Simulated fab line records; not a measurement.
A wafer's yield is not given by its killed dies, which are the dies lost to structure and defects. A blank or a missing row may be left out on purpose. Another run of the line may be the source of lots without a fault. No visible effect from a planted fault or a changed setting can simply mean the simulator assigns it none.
Struck lot and sound lot, side by side    flow sky130    16 steps out of a route of 708
Sound: these wafers, L857.3, L857.4, L857.5. Wafers struck: L860.3, L860.4, L860.6. Last of all comes the cause.
Order at every step that has rows: each side's tool, ch and its chambers, its first start. Under that, the readings that differ: sound wafers    struck wafers    difference of the means    sigmas: that difference in standard deviations of wafers without a fault.
alike: words and numbers the same on both sides, and readings whose means are apart by under 2 such deviations; not compared: readings that were withheld, readings missing a value for some wafer, numbers with overlapping values and no deviation given by the record, and bounds like >300 which may hide the same value.
The two part at a step that has a row with sigmas, a row that says differs or no value, or rows on one side only. Numbers that don't overlap but have no deviation are shown without sigmas and don't part them. Lack of a reading on every wafer of one side parts them only where that side has two or more wafers.

first, 2 steps without rows for these wafers: SKY_METAL3_PEB_11; SKY_METAL3_DEVELOP_12 (develop time 60 s).
SKY_METAL3_CD_MEAS_13: the cd target is 300 nm.
  sound on cd_sem-01, day 40 10:35; struck on cd_sem-02, day 40 19:26
  alike: cd_nm
SKY_METAL3_OVL_MEAS_14:
  sound on overlay-01, day 40 10:41; struck on overlay-02, day 40 19:32
  alike: METAL3_OVL
SKY_METAL3_DESCUM_15: chemistry O2, time 8 s.
  sound on rie_metal-02 ch 0,1, day 40 10:43; struck on rie_metal-02 ch 0,1, day 40 19:34
  alike: drypump_motor_current_A, oes_product_au
  not compared: rf_hours_counter_h
SKY_METAL3_ETCH_16: etches BARC in N2/H2, stops on SiO2, time 88.2 s, target depth 60 nm.
  sound on rie_metal-02 ch 0,1, day 40 10:46; struck on rie_metal-02 ch 0,1, day 40 19:37
  alike: drypump_motor_current_A, oes_product_au, throttle_valve_pct
  not compared: rf_hours_counter_h
SKY_METAL3_ETCH_17: etches SiO2 in C4F8/O2/Ar, stops on TiN, time 3.9 s, target depth 15 nm.
  sound on rie_diel-02 ch 0,1, day 40 10:50; struck on rie_diel-02 ch 1,3, day 40 19:41
  alike: oes_product_au
  not compared: rf_hours_counter_h
SKY_METAL3_METAL_ETCH_18: etches the open film in Cl2/BCl3, stops on SiO2, target depth 845 nm, time 183.1 s.
  sound on rie_metal-04 ch 0,1, day 40 10:55; struck on rie_metal-01 ch 0,1, day 40 19:46
reading                      sound        struck       difference  sigmas
drypump_motor_current_A (A)  5.0 6.0 5.0  6.5 6.4 6.4  +1.1        +2
  alike: oes_product_au, throttle_valve_pct
  not compared: rf_hours_counter_h
SKY_METAL3_STRIP_19: strips in O2/N2.
  sound on plasma_asher-01 ch 0,1, day 40 11:04; struck on plasma_asher-04 ch 0,1, day 40 19:55
  alike: drypump_motor_current_A, oes_product_au, strip_time_to_endpoint_s
  not compared: rf_hours_counter_h
then, 3 steps without rows for these wafers: SKY_METAL3_STRIP_20 (strips in post etch residue remover, time 1200 s); SKY_METAL3_CLEAN_21 (cleans in IPA, time 180 s); SKY_METAL3_CLEAN_22 (cleans in O3/DIW).
SKY_VIA3_HDPCVD_00: deposits SiO2, target thk 1635 nm, time 272.5 s.
  sound on hdpcvd-01 ch 1,2, day 40 11:37; struck on hdpcvd-01 ch 1,2, day 40 20:28
reading                                   sound              struck             difference  sigmas
sih4_flow_sccm (sccm)                     59.90 60.17 60.20  48.07 47.71 47.98  -12.17      -64
model.SiO2_of_VIA3_HDPCVD_00.thk_nm (nm)  1663 1640 1684     1322 1344 1330     -330        
SKY_VIA3_THK_MEAS_01:
  sound on film_metro-04, day 40 11:49; struck on film_metro-01, day 40 20:40
reading               sound           struck          difference  sigmas
VIA3_HDPCVD_THK (nm)  1664 1640 1685  1322 1344 1330  -331        -19
then, 1 step without rows for these wafers: SKY_VIA3_CMP_02 (polishes SiO2).
-- the record jumps here: 7 days lie between the struck wafers' starts before and after (it left off in module VIA3 and takes up again in module PAD_OPEN, whose first step shown is number 708 of the route) --
SKY_PAD_OPEN_PROBE_99:
  sound on prober-02, day 47 07:14; struck on prober-01, day 47 14:46
  alike: defect_limited_yield, killed_at_M0_to_M3, killed_at_M4_up, killed_at_contacts, killed_at_front_end, killed_at_other, killed_dies, killed_open, killed_short, sort_bin_3_pad_short, sort_bin_5_function, sort_bin_6_memory, sort_n_pass, sort_yield_pct

== WHERE THEY PART ==
At SKY_METAL3_METAL_ETCH_18 first; at SKY_VIA3_THK_MEAS_01 last (within this record only). Later steps at which nothing parts them and some readings are alike: SKY_PAD_OPEN_PROBE_99.

WHY: what the simulator had put in
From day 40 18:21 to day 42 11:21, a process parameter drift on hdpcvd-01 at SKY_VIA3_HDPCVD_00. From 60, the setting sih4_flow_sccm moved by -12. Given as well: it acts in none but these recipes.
